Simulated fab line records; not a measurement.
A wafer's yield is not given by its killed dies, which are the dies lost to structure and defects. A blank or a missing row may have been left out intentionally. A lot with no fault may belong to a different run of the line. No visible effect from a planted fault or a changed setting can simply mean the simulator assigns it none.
Which tool is to blame? + flow gf180mcu + Sampling: 14 lots, 42 wafers, 4 of 602 route steps

## WHAT THE GAUGES READ, wafer by wafer
GF_M2_OVL_MEAS_15. Usual: for M2_OVL the level is -4 nm and the standard deviation is 4.6.
| lot  | measured     | on         | M2_OVL (nm) | flag |
|------|--------------|------------|-------------|------|
| L746 | day 19 14:30 | overlay-01 | -4 -9 -4    |      |
| L747 | day 19 19:53 | overlay-01 | -3 -5 -2    |      |
| L748 | day 20 11:45 | overlay-01 | -11 -3 -5   |      |
| L749 | day 21 05:21 | overlay-01 | 1 -3 -3     |      |
| L751 | day 22 05:49 | overlay-02 | -12 -7 -11  |      |
| L753 | day 22 09:49 | overlay-02 | -11 -8 -6   |      |
| L754 | day 22 22:17 | overlay-02 | -6 -4 -6    |      |
| L756 | day 23 09:00 | overlay-02 | -3 -14 -5   |      |
| L755 | day 23 14:08 | overlay-02 | -2 1 -3     |      |
| L760 | day 24 20:19 | overlay-01 | 0 -8 -7     |      |
| L762 | day 25 13:29 | overlay-01 | 1 -7 -2     |      |
| L766 | day 26 16:31 | overlay-01 | -3 -1 -1    |      |
| L767 | day 26 20:45 | overlay-02 | 0 -5 -7     |      |
| L769 | day 27 11:45 | overlay-01 | 6 -6 -7     |      |

GF_V2_CD_MEAS_14: the cd target is 260 nm. Usual: cdNm at 260.4 nm, with a standard deviation of 1.4.
| lot  | measured     | on       | cdNm (nm)         | flag |
|------|--------------|----------|-------------------|------|
| L746 | day 20 16:00 | cdSem-02 | 259.5 260.7 261.5 |      |
| L747 | day 20 21:57 | cdSem-02 | 258.2 259.3 259.0 |      |
| L748 | day 21 14:17 | cdSem-02 | 261.6 261.2 260.2 |      |
| L749 | day 22 07:08 | cdSem-01 | 261.6 261.5 261.3 |      |
| L751 | day 23 06:53 | cdSem-01 | 259.0 258.3 258.3 |      |
| L753 | day 23 10:37 | cdSem-02 | 260.4 260.4 260.5 |      |
| L754 | day 23 22:43 | cdSem-01 | 258.9 259.1 260.0 |      |
| L756 | day 24 09:32 | cdSem-01 | 260.6 260.9 260.4 |      |
| L755 | day 24 14:19 | cdSem-02 | 260.3 258.7 259.6 |      |
| L760 | day 25 19:21 | cdSem-02 | 260.1 259.7 259.8 |      |
| L762 | day 26 11:57 | cdSem-01 | 261.0 261.4 262.4 |      |
| L766 | day 27 15:05 | cdSem-01 | 261.6 260.9 261.4 |      |
| L767 | day 27 19:23 | cdSem-01 | 259.1 258.6 258.0 |      |
| L769 | day 28 09:51 | cdSem-02 | 261.3 262.0 261.8 |      |

## EACH LOT AND THE TOOL THAT RAN IT (in order: tool; ch and the chambers of the sampled wafers; start)
| lot  | GF_VT_IMPLANT_IMPLANT_08        | GF_M1_SPUTTER_04            |
|------|---------------------------------|-----------------------------|
| L746 | implanter-01 ch 0, day 5 16:15  | pvdSputter-04, day 16 10:57 |
| L747 | implanter-01 ch 0, day 5 21:19  | pvdSputter-02, day 16 16:30 |
| L748 | implanter-01 ch 0, day 6 09:19  | pvdSputter-04, day 17 07:25 |
| L749 | implanter-03 ch 0, day 6 19:26  | pvdSputter-04, day 18 00:02 |
| L751 | implanter-03 ch 0, day 7 11:56  | pvdSputter-04, day 19 00:49 |
| L753 | implanter-01 ch 0, day 7 15:15  | pvdSputter-04, day 19 05:21 |
| L754 | implanter-04 ch 0, day 7 22:29  | pvdSputter-02, day 19 16:57 |
| L756 | implanter-04 ch 0, day 8 08:32  | pvdSputter-03, day 20 05:11 |
| L755 | implanter-03 ch 0, day 8 10:21  | pvdSputter-02, day 20 10:32 |
| L760 | implanter-01 ch 0, day 9 09:37  | pvdSputter-04, day 21 19:38 |
| L762 | implanter-01 ch 0, day 9 21:45  | pvdSputter-04, day 22 13:20 |
| L766 | implanter-03 ch 0, day 10 19:37 | pvdSputter-02, day 23 19:13 |
| L767 | implanter-03 ch 0, day 11 03:35 | pvdSputter-02, day 23 23:38 |
| L769 | implanter-03 ch 0, day 11 15:04 | pvdSputter-03, day 24 16:19 |
- GF_VT_IMPLANT_IMPLANT_08
- GF_M1_SPUTTER_04: material TiN, target thk 50 nm, time 41.7 s.

## WHAT THE TOOLS THEMSELVES READ (means of the sampled wafers that have a number; where no wafer has one, the mark that the record gives instead)
GF_VT_IMPLANT_IMPLANT_08. Usual: faradayCurrentUA 44.4, standard deviation 0.86; tiltDeg 7.002 degrees, standard deviation 0.021.
| lot  | tool         | faradayCurrentUA | tiltDeg (degrees) | flag |
|------|--------------|------------------|-------------------|------|
| L746 | implanter-01 | 44.5             | 6.995             |      |
| L747 | implanter-01 | 43.8             | 6.991             |      |
| L748 | implanter-01 | 44.2             | 6.984             |      |
| L749 | implanter-03 | 45.1             | 7.019             |      |
| L751 | implanter-03 | 44.1             | 7.009             |      |
| L753 | implanter-01 | 44.9             | 7.002             |      |
| L754 | implanter-04 | 44.7             | 6.973             |      |
| L756 | implanter-04 | 44.5             | 7.001             |      |
| L755 | implanter-03 | 44.8             | 7.007             |      |
| L760 | implanter-01 | 44.7             | 5.999             | OFF  |
| L762 | implanter-01 | 44.9             | 6.011             | OFF  |
| L766 | implanter-03 | 44.1             | 6.988             |      |
| L767 | implanter-03 | 44.9             | 6.993             |      |
| L769 | implanter-03 | 44.5             | 6.972             |      |

GF_M1_SPUTTER_04. Usual: throttleValvePct at 30.3 %, with a standard deviation of 0.88.
| lot  | tool          | throttleValvePct (%) | flag |
|------|---------------|----------------------|------|
| L746 | pvdSputter-04 | 30.1                 |      |
| L747 | pvdSputter-02 | 30.7                 |      |
| L748 | pvdSputter-04 | 30.5                 |      |
| L749 | pvdSputter-04 | 29.7                 |      |
| L751 | pvdSputter-04 | 30.1                 |      |
| L753 | pvdSputter-04 | 29.9                 |      |
| L754 | pvdSputter-02 | 30.2                 |      |
| L756 | pvdSputter-03 | 29.5                 |      |
| L755 | pvdSputter-02 | 30.6                 |      |
| L760 | pvdSputter-04 | 30.3                 |      |
| L762 | pvdSputter-04 | 30.4                 |      |
| L766 | pvdSputter-02 | 31.0                 |      |
| L767 | pvdSputter-02 | 30.7                 |      |
| L769 | pvdSputter-03 | 30.4                 |      |

## THE ANSWER, worked out from the rows above alone
Rule: a lot counts as off when the mean over its wafers that have a number is more than 3 standard deviations away from the usual mean. A lot without any number at a reading at which 4 lots or more have one is off too. Where the step has rows for the other lots, those lots are counted as sound. After the gauges, taken in route order, come the tools' own readings; for these a lot's mean is taken, as printed above. At the first step where some lot is off, the reading lying furthest off is the one used; lots without a number count as furthest.
Off: L760, L762, at GF_VT_IMPLANT_IMPLANT_08 (tiltDeg).
A tool fits if, at that step or a process step before it, it ran every lot that is off, and no sound lot after the first of them. One candidate fits, namely implanter-01 at GF_VT_IMPLANT_IMPLANT_08. A fault onset in the window from L753 (day 7 15:15, its last sound lot) to L760 (day 9 09:37, its first lot off) fits.
The tool's own readings at GF_VT_IMPLANT_IMPLANT_08 bear it out: on the lots that are off they differ by more than 5 times the standard deviation of the sound lots' means. tiltDeg reads 6.005 degrees there against 6.995 degrees on the sound lots.

## WHAT THE SIMULATOR PUT IN
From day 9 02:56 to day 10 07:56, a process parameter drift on implanter-01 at GF_VT_IMPLANT_IMPLANT_08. Setting tiltDeg shifted by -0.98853 from 7. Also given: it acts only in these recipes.
Shown lots that were struck: L760, L762. The rule given above showed the same thing.
